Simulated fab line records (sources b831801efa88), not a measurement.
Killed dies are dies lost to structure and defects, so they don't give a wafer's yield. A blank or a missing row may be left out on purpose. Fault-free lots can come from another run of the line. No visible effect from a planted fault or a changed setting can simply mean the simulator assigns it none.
Which tool is to blame? -- flow gf180mcu -- Sampling: 13 lots, 39 wafers, 4 of 602 route steps

WHAT THE GAUGES SHOWED, per wafer
GF_PASSIVATION_THK_MEAS_03. Usual: PASSIVATION_CVD_02_THK typically reads 698 nm, with standard deviation 8.9.
lot,measured,on,PASSIVATION_CVD_02_THK (nm),flag
L793,day 28 09:26,film metro-02,681 693 689,
L794,day 28 10:40,film metro-03,689 695 709,
L795,day 28 21:17,film metro-03,692 708 714,
L797,day 29 08:27,film metro-02,693 698 699,
L799,day 30 01:57,film metro-02,704 711 709,
L800,day 30 10:29,film metro-03,690 711 708,
L801,day 30 21:47,film metro-03,685 694 689,
L802,day 31 00:53,film metro-01,697 681 711,
L805,day 31 19:22,film metro-02,693 679 690,
L806,day 31 23:35,film metro-03,690 688 697,
L811,day 33 05:52,film metro-03,687 708 708,
L815,day 34 04:13,film metro-01,690 701 705,
L816,day 34 06:56,film metro-02,688 684 679,

EACH LOT AND THE TOOL THAT RAN IT (in order: tool; ch and the chambers of the sampled wafers; start)
lot,GF_MIM_SPUTTER_01,GF_V5_STRIP_18,GF_PASSIVATION_CVD_00
L793,"pvd sputter-02, day 24 17:02","plasma asher-03 ch 0,1, day 27 10:34","pecvd-02 ch 1,2, day 28 08:59"
L794,"pvd sputter-02, day 24 19:33","plasma asher-01 ch 0,1, day 27 11:50","pecvd-03 ch 0,2, day 28 10:14"
L795,"pvd sputter-02, day 25 07:23","plasma asher-04 ch 0,1, day 27 23:04","pecvd-03 ch 0,1,2, day 28 20:52"
L797,"pvd sputter-02, day 25 19:13","plasma asher-04 ch 0,1, day 28 10:34","pecvd-02 ch 1,2, day 29 08:01"
L799,"pvd sputter-02, day 26 14:09","plasma asher-03 ch 0,1, day 29 04:11","pecvd-02 ch 0,2, day 30 01:31"
L800,"pvd sputter-02, day 26 23:13","plasma asher-01 ch 0,1, day 29 13:02","pecvd-02 ch 1,2, day 30 10:03"
L801,"pvd sputter-01, day 27 12:44","plasma asher-01 ch 0, day 30 01:05","pecvd-01 ch 0,1, day 30 21:22"
L802,"pvd sputter-02, day 27 15:15","plasma asher-01 ch 0,1, day 30 04:10","pecvd-02 ch 0,1, day 31 00:28"
L805,"pvd sputter-02, day 28 14:22","plasma asher-04 ch 0,1, day 30 23:56","pecvd-03 ch 0,1,2, day 31 18:56"
L806,"pvd sputter-02, day 28 16:31","plasma asher-03 ch 1, day 31 03:02","pecvd-01 ch 1,2, day 31 23:10"
L811,"pvd sputter-01, day 30 04:13","plasma asher-01 ch 0,1, day 32 10:47","pecvd-01 ch 1,2, day 33 05:16"
L815,"pvd sputter-03, day 31 05:28","plasma asher-04 ch 0,1, day 33 10:01","pecvd-03 ch 0,1, day 34 03:47"
L816,"pvd sputter-03, day 31 09:49","plasma asher-03 ch 0,1, day 33 12:38","pecvd-03 ch 0,1,2, day 34 06:31"
- GF_MIM_SPUTTER_01: material TiN, target thk 30 nm, time 25 s.
- GF_V5_STRIP_18: strips in O2/N2.
- GF_PASSIVATION_CVD_00: deposits SiO2 from TEOS, target thk 1000 nm, time 111.95 s.

AS READ BY THE TOOLS THEMSELVES (means over the sampled wafers that have a number; for cases with no such wafer, the mark the record gives instead)
GF_MIM_SPUTTER_01. Usual: 30.2 % for throttle valve pct, sd 0.96.
lot,tool,throttle valve pct (%),flag
L793,pvd sputter-02,30.1,
L794,pvd sputter-02,29.4,
L795,pvd sputter-02,30.0,
L797,pvd sputter-02,30.5,
L799,pvd sputter-02,30.1,
L800,pvd sputter-02,29.6,
L801,pvd sputter-01,30.0,
L802,pvd sputter-02,29.5,
L805,pvd sputter-02,30.0,
L806,pvd sputter-02,30.1,
L811,pvd sputter-01,31.3,
L815,pvd sputter-03,29.4,
L816,pvd sputter-03,29.6,

GF_V5_STRIP_18. Usual: drypump motor current A 5.34 A, standard deviation 0.28; heater power w 344 W, standard deviation 47; o2 flow sccm 3000 sccm, standard deviation 8; oes product au 0.569 a.u., standard deviation 0.0043.
lot,tool,drypump motor current A (A),heater power w (W),o2 flow sccm (sccm),oes product au (a.u.),flag
L793,plasma asher-03,5.52,382,2999,0.570,
L794,plasma asher-01,5.22,350,2992,0.571,
L795,plasma asher-04,5.34,336,2998,0.569,
L797,plasma asher-04,5.09,328,3000,0.570,
L799,plasma asher-03,5.52,382,3002,0.566,
L800,plasma asher-01,5.32,345,3006,0.569,
L801,plasma asher-01,5.38,339,2992,0.571,
L802,plasma asher-01,5.32,349,3004,0.564,
L805,plasma asher-04,5.34,336,2997,0.576,
L806,plasma asher-03,5.64,273,3004,0.563,
L811,plasma asher-01,5.30,346,3011,0.565,
L815,plasma asher-04,5.35,337,3000,0.564,
L816,plasma asher-03,5.58,327,3003,0.571,

GF_PASSIVATION_CVD_00. Usual: 670 W for heater power w, sd 87.
lot,tool,heater power w (W),flag
L793,pecvd-02,661,
L794,pecvd-03,573,
L795,pecvd-03,648,
L797,pecvd-02,627,
L799,pecvd-02,715,
L800,pecvd-02,657,
L801,pecvd-01,771,
L802,pecvd-02,709,
L805,pecvd-03,602,
L806,pecvd-01,771,
L811,pecvd-01,714,
L815,pecvd-03,551,
L816,pecvd-03,635,

THE ANSWER, worked out from the rows above alone
Rule: a lot counts as off when the mean over its wafers that have a number is more than 3 standard deviations away from the usual mean. Also off: a lot with no number at a reading for which 4 or more lots have one. Any other lot the step has rows for is counted as sound. The gauges are gone through in route order, then the tools' own readings, and for those a lot's mean is taken as printed above. At the first step where some lot is off, the reading lying furthest off is the one used; lots without a number count as furthest.
No lot is off on any of the readings shown, so nothing can be concluded from this.

WHAT THE SIMULATOR HAD PUT IN
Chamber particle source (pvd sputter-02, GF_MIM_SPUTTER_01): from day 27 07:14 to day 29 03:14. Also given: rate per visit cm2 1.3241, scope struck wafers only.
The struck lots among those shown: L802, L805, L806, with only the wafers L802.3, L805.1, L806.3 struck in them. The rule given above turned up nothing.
